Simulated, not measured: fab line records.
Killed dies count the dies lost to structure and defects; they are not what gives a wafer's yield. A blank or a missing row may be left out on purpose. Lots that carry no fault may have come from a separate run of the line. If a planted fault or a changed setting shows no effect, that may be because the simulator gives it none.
8D (eight disciplines) problem report, filled in by code -- flow gf180mcu -- the parts of the form that need people (team, actions taken, sign-off) are left out

## 1. WHAT IS WRONG
Mean of cd_nm at GF_M1_CD_MEAS_14: 215.6 nm across 6 wafers in 2 lots; on wafers with no fault it is 230.0 nm (standard deviation 1.3). That puts it -11 standard deviations away from the usual mean.
The step: target cd 230 nm.
The first sign was on wafer L864.3 at day 23 00:43, on cd_sem-01. Wafers with a number at this step in the record: 33, from 11 lots. The rule behind "out" and "out of limits": a value lying over 4 standard deviations away from the usual mean. All remaining wafers that have a number are taken as sound.

## 2. WHAT THIS IS AND IS NOT
question,is,is not
which readings at this step,cd_nm,-
which lots,"L864, L865","L848, L850, L851, L854, L855, L860, L862, L863, L867"
which wafers of those lots,all that have a number,-
read on which gauges,"cd_sem-01, cd_sem-02",-
when,from day 23 00:43,up to then (24 sound wafers); but 3 sound wafers of L867 came after

## 3. THE SUSPECTS, EACH WITH WHAT RULES IT OUT
Counting: a tool stays on the suspect list if, at a process step up to the reading, it processed all lots that are out and no sound lot following the first of them.
- the gauge at GF_M1_CD_MEAS_14: ruled out. Those wafers that are out were read across 2 gauges (cd_sem-01, cd_sem-02).
- litho_track-03 at GF_M1_PEB_12 (peb time 90 s): kept. All lots that are out passed through it, beginning with L864 at day 23 00:24, and no sound lot followed; its final sound lot before that point was L860 at day 21 10:23. Its own heater_power_total_W, plate_temp_C readings are out on those wafers.
The count leaves litho_track-03 at GF_M1_PEB_12.

## 4. THE CAUSE (what the simulator had put in)
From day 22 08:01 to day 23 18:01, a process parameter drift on litho_track-03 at GF_M1_PEB_12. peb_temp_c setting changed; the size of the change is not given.
The count eliminated every tool but this one.

## 5. SEQUENCE OF EFFECTS, ordered by route
Each row: a reading whose mean over the struck wafers that have a number lies more than 3 standard deviations from the usual. Only readings whose record carries a usual standard deviation are examined. hours: median over the lots of the time between each lot's start at the first step of this table that gives one and its start at this step. sigmas: the change, counted in usual standard deviations.
hours,step,reading,usual,on struck wafers,change,sigmas
0,GF_M1_PEB_12,heater_power_total_W,85.70 W,92.16,+6.46,+77
0,GF_M1_PEB_12,plate_temp_C,134.97 C,142.69,+7.72,+55
0,GF_M1_CD_MEAS_14,cd_nm,230.0 nm,215.6,-14.4,-11
It contains these process steps:
- GF_M1_PEB_12: peb time 90 s.

## 6. WHAT WOULD HAVE CAUGHT IT SOONER
Counted from the fault's start at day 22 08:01, it took 17 hours until the first out-of-limits reading at a measuring or inspecting step in this record, taken at day 23 00:43.
Tool's own readings at GF_M1_PEB_12, heater_power_total_W, plate_temp_C: out on all struck wafers the step has rows for; an alarm limit on them would have tripped on the first.
Of the lots that are out (2), L865 began GF_M1_PEB_12 on litho_track-03 after day 23 00:43. Holding the tool at that time would have saved it.
